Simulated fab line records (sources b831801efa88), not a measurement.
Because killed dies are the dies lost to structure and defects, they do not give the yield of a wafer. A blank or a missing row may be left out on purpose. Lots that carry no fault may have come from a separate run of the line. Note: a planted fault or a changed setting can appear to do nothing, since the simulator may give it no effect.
A lot that was struck, set against a sound lot + flow sky130 + 17 out of 708 route steps
Sound: the wafers L514.1, L514.2, L514.5. Wafers struck: L511.1, L511.5, L511.6. Last of all comes the cause.
Each step with rows lists, per side, the tool, then ch with its chambers, then its first start. Under that, the readings that differ: sound wafers + struck wafers + difference of the means + sigmas: that difference in standard deviations of wafers without a fault.
alike: readings with means less than 2 such deviations apart, plus words and numbers identical on both sides. not compared: withheld readings, readings lacking a value on some wafer, bounds such as >300 that could conceal the same value, and numbers that have no deviation in the record and whose values overlap.
A row with sigmas, a row that says differs or no value, or rows on one side alone: a step with any of these is where the two part. When numbers do not overlap yet have no deviation, they are printed without sigmas and do not part them. A reading that every wafer of one side lacks parts them only if that side has two wafers or more.

SKY_VT_ADJUST_LVTN_OVL_MEAS_07:
  struck on overlay-01, day 10 23:39; sound on overlay-02, day 11 18:42
  alike: VT_ADJUST_LVTN_OVL
then, 1 step without rows for these wafers: SKY_VT_ADJUST_LVTN_IMPLANT_08.
SKY_VT_ADJUST_LVTN_STRIP_09: strips in O2/N2.
  sound on plasma asher-02 ch 0,1, day 11 18:53; struck on plasma asher-03 ch 0,1, day 10 23:50
  alike: drypump motor current A, oes product au, strip time to endpoint s
  not compared: rf hours counter h
SKY_VT_ADJUST_LVTN_TW_MEAS_10:
  struck on film metro-02, day 10 23:56; sound on film metro-02, day 11 18:59
  alike: VT_ADJUST_LVTN_TW
then, 7 steps without rows for these wafers: SKY_VT_ADJUST_LVTN_DEHYDRATE_11 (time 60 s); SKY_VT_ADJUST_LVTN_HMDS_12 (prime time 60 s); SKY_VT_ADJUST_LVTN_COAT_13 (resist thk 1140 nm); SKY_VT_ADJUST_LVTN_SOFTBAKE_14 (time 60 s); SKY_VT_ADJUST_LVTN_EXPOSE_15 (exposes mask HVN STD DERIVED, target cd 600 nm); SKY_VT_ADJUST_LVTN_PEB_16; SKY_VT_ADJUST_LVTN_DEVELOP_17 (develop time 60 s).
SKY_VT_ADJUST_LVTN_OVL_MEAS_18:
  struck on overlay-01, day 11 23:07; sound on overlay-01, day 12 18:09
  alike: VT_ADJUST_LVTN_01_OVL
SKY_VT_ADJUST_LVTN_IMPLANT_19:
  sound on implanter-01 ch 0, day 12 18:11; struck on implanter-03 ch 0, day 11 23:09
| reading            | sound                         | struck                        | difference | sigmas      |
|--------------------|-------------------------------|-------------------------------|------------|-------------|
| dose ions cm2      | 6.501e+11 6.501e+11 6.495e+11 | 9.815e+11 9.816e+11 9.812e+11 | +3.315e+11 | +99 or more |
| faraday current uA | 3.73 3.69 3.62                | 5.44 5.50 5.56                | +1.82      | +23         |
SKY_VT_ADJUST_LVTN_STRIP_20: strips in O2/N2.
  sound on plasma asher-02 ch 0,1, day 12 18:20; struck on plasma asher-04 ch 0,1, day 11 23:18
  alike: drypump motor current A, oes product au, strip time to endpoint s
  not compared: rf hours counter h
SKY_VT_ADJUST_LVTN_TW_MEAS_21:
  struck on film metro-02, day 11 23:24; sound on film metro-02, day 12 18:26
| reading             | sound             | struck            | difference | sigmas |
|---------------------|-------------------|-------------------|------------|--------|
| VT_ADJUST_LVTN_2_TW | 189.9 190.1 189.4 | 214.7 214.4 214.7 | +24.8      | +19    |
then, 1 step without rows for these wafers: SKY_VT_ADJUST_NCORE_DEHYDRATE_00 (time 60 s).
-- a jump in the record: the struck wafers' starts before and after are 38 days apart (it breaks off in module VT_ADJUST_NCORE and resumes in module PAD_OPEN, where the first step shown is number 708 of the route) --
SKY_PAD_OPEN_PROBE_99:
  the record has rows for the struck wafers here (prober-01, day 49 17:32) and none for the sound ones

WHERE THEY PART
At SKY_VT_ADJUST_LVTN_IMPLANT_19 first; at SKY_PAD_OPEN_PROBE_99 last (within this record only).

WHY: what had been put in by the simulator
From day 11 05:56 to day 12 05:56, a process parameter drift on implanter-03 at SKY_VT_ADJUST_LVTN_IMPLANT_19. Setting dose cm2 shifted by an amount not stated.
